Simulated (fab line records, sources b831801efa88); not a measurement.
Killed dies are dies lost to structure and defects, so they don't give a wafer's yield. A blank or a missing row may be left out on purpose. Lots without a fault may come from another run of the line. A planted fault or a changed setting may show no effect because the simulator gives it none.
Which tool did it? | flow sky130 | 10 lots, 30 wafers sampled, at 6 steps of a route of 708

WHAT THE GAUGES READ, wafer by wafer
SKY_VIA2_RS_MEAS_22: measures by four-point-probe. Usual: VIA2_W_RS 0.2729 ohm/sq, standard deviation 0.0029.
lot  | measured     | on            | VIA2_W_RS (ohm/sq)   | flag
L748 | day 39 14:05 | film_metro-04 | 0.2709 0.2729 0.2708 |
L749 | day 39 19:14 | film_metro-04 | 0.2707 0.2699 0.2743 |
L751 | day 40 10:59 | film_metro-02 | 0.2808 0.2780 0.2809 |
L753 | day 41 00:13 | film_metro-03 | 0.2727 0.2722 0.2741 |
L754 | day 41 13:23 | film_metro-04 | 0.2705 0.2724 0.2726 |
L755 | day 41 19:25 | film_metro-02 | 0.2747 0.2754 0.2734 |
L760 | day 42 20:25 | film_metro-04 | 0.2748 0.2732 0.2769 |
L761 | day 43 00:33 | film_metro-04 | 0.2738 0.2696 0.2712 |
L763 | day 43 13:47 | film_metro-02 | 0.2719 0.2727 0.2735 |
L765 | day 43 17:59 | film_metro-03 | 0.2789 0.2786 0.2808 |

SKY_METAL5_RS_MEAS_05: measures by four-point-probe. Usual: METAL5_ALCU_RS 0.02706 ohm/sq, standard deviation 0.00028.
lot  | measured     | on            | METAL5_ALCU_RS (ohm/sq) | flag
L748 | day 45 14:28 | film_metro-03 | 0.02691 0.02688 0.02704 |
L749 | day 45 16:20 | film_metro-03 | 0.02722 0.02748 0.02752 |
L751 | day 46 07:24 | film_metro-01 | 0.02705 0.02729 0.02701 |
L753 | day 46 21:57 | film_metro-01 | 0.03171 0.02706 0.02701 | OFF
L754 | day 47 07:20 | film_metro-04 | 0.02692 0.027 0.03168   | OFF
L755 | day 47 11:14 | film_metro-04 | 0.03207 0.02722 0.02711 | OFF
L760 | day 48 09:17 | film_metro-04 | 0.02661 0.02653 0.02713 |
L761 | day 48 14:24 | film_metro-01 | 0.02756 0.02722 0.02747 |
L763 | day 49 02:34 | film_metro-01 | 0.02756 0.0277 0.02768  |
L765 | day 49 04:49 | film_metro-04 | 0.02705 0.02672 0.02674 |

SKY_METAL5_THK_MEAS_06: measures by xrf. Usual: METAL5_ALCU_THK 1133 nm, standard deviation 12.
lot  | measured     | on            | METAL5_ALCU_THK (nm) | flag
L748 | day 45 14:34 | film_metro-03 | 1141 1143 1140       |
L749 | day 45 16:27 | film_metro-03 | 1133 1125 1123       |
L751 | day 46 07:31 | film_metro-01 | 1141 1124 1135       |
L753 | day 46 22:04 | film_metro-01 | 975 1142 1151        | OFF
L754 | day 47 07:26 | film_metro-04 | 1132 1133 964        | OFF
L755 | day 47 11:22 | film_metro-04 | 953 1112 1126        | OFF
L760 | day 48 09:24 | film_metro-04 | 1143 1156 1133       |
L761 | day 48 14:31 | film_metro-01 | 1120 1139 1128       |
L763 | day 49 02:41 | film_metro-01 | 1116 1105 1115       |
L765 | day 49 04:56 | film_metro-04 | 1134 1138 1151       |

WHICH TOOL RAN EACH LOT (tool, then ch and the chambers of the sampled wafers, then the start)
lot  | SKY_METAL3_SPUTTER_03        | SKY_VIA3_SPUTTER_20          | SKY_METAL5_SPUTTER_02
L748 | pvd_sputter-01, day 39 14:37 | pvd_sputter-02, day 42 18:35 | pvd_sputter-02, day 45 14:19
L749 | pvd_sputter-03, day 39 19:48 | pvd_sputter-03, day 42 21:43 | pvd_sputter-02, day 45 16:13
L751 | pvd_sputter-03, day 40 11:33 | pvd_sputter-02, day 43 10:56 | pvd_sputter-04, day 46 07:17
L753 | pvd_sputter-01, day 41 00:46 | pvd_sputter-03, day 43 22:17 | pvd_sputter-02, day 46 21:49
L754 | pvd_sputter-04, day 41 13:54 | pvd_sputter-02, day 44 07:49 | pvd_sputter-02, day 47 07:10
L755 | pvd_sputter-03, day 41 19:59 | pvd_sputter-03, day 44 13:01 | pvd_sputter-02, day 47 11:07
L760 | pvd_sputter-03, day 42 21:14 | pvd_sputter-02, day 45 15:25 | pvd_sputter-04, day 48 09:10
L761 | pvd_sputter-01, day 43 01:07 | pvd_sputter-03, day 45 21:16 | pvd_sputter-03, day 48 14:17
L763 | pvd_sputter-04, day 43 14:21 | pvd_sputter-03, day 46 10:14 | pvd_sputter-03, day 49 02:26
L765 | pvd_sputter-04, day 43 18:33 | pvd_sputter-02, day 46 13:14 | pvd_sputter-04, day 49 04:42
- SKY_METAL3_SPUTTER_03: material Ti, target thk 5 nm, time 3.3 s.
- SKY_VIA3_SPUTTER_20: material TiN, target thk 20 nm, time 80 s.
- SKY_METAL5_SPUTTER_02: material AlCu, target thk 1150 nm, time 61.2 s.

WHAT THE TOOLS THEMSELVES READ (means of the sampled wafers that have a number; where no wafer has one, the mark that the record gives instead)
SKY_METAL3_SPUTTER_03. Usual: throttle_valve_pct 30.0 %, standard deviation 0.69.
lot  | tool           | throttle_valve_pct (%) | flag
L748 | pvd_sputter-01 | 30.0                   |
L749 | pvd_sputter-03 | 30.1                   |
L751 | pvd_sputter-03 | 30.5                   |
L753 | pvd_sputter-01 | 29.7                   |
L754 | pvd_sputter-04 | 30.6                   |
L755 | pvd_sputter-03 | 30.1                   |
L760 | pvd_sputter-03 | 30.3                   |
L761 | pvd_sputter-01 | 29.7                   |
L763 | pvd_sputter-04 | 30.7                   |
L765 | pvd_sputter-04 | 30.5                   |

SKY_VIA3_SPUTTER_20. Usual: throttle_valve_pct 29.9 %, standard deviation 0.8.
lot  | tool           | throttle_valve_pct (%) | flag
L748 | pvd_sputter-02 | 29.3                   |
L749 | pvd_sputter-03 | 29.9                   |
L751 | pvd_sputter-02 | 30.3                   |
L753 | pvd_sputter-03 | 30.2                   |
L754 | pvd_sputter-02 | 29.6                   |
L755 | pvd_sputter-03 | 30.2                   |
L760 | pvd_sputter-02 | 30.5                   |
L761 | pvd_sputter-03 | 29.7                   |
L763 | pvd_sputter-03 | 29.8                   |
L765 | pvd_sputter-02 | 30.3                   |

SKY_METAL5_SPUTTER_02. Usual: throttle_valve_pct 30.1 %, standard deviation 0.87.
lot  | tool           | throttle_valve_pct (%) | flag
L748 | pvd_sputter-02 | 28.9                   |
L749 | pvd_sputter-02 | 29.0                   |
L751 | pvd_sputter-04 | 30.8                   |
L753 | pvd_sputter-02 | 30.1                   |
L754 | pvd_sputter-02 | 30.5                   |
L755 | pvd_sputter-02 | 28.8                   |
L760 | pvd_sputter-04 | 30.8                   |
L761 | pvd_sputter-03 | 30.2                   |
L763 | pvd_sputter-03 | 30.2                   |
L765 | pvd_sputter-04 | 30.3                   |

THE ANSWER, worked out from the rows above alone
Rule: a lot is off if the mean of its wafers that have a number lies more than 3 standard deviations from the usual mean. A lot without any number at a reading at which 4 lots or more have one is off too. The other lots that the step has rows for count as sound. The gauges are gone through in route order, then the tools' own readings, and for those a lot's mean is taken as printed above. The first step at which some lot is off is used, and at that step the reading that is off furthest; a lot without a number counts as furthest.
Off: L753, L754, L755, at SKY_METAL5_RS_MEAS_05 (METAL5_ALCU_RS).
A tool fits if, at a process step before that reading, it ran every lot that is off, and no sound lot after the first of them. The gauges at SKY_METAL5_RS_MEAS_05 are tried like those tools. One fits: pvd_sputter-02 at SKY_METAL5_SPUTTER_02. Its last sound lot is L749 (day 45 16:13), its first lot that is off L753 (day 46 21:49): a fault that began between those two fits.

WHAT THE SIMULATOR HAD PUT IN
Process parameter drift: pvd_sputter-02, from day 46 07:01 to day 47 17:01, at SKY_METAL5_SPUTTER_02. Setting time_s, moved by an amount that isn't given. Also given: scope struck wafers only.
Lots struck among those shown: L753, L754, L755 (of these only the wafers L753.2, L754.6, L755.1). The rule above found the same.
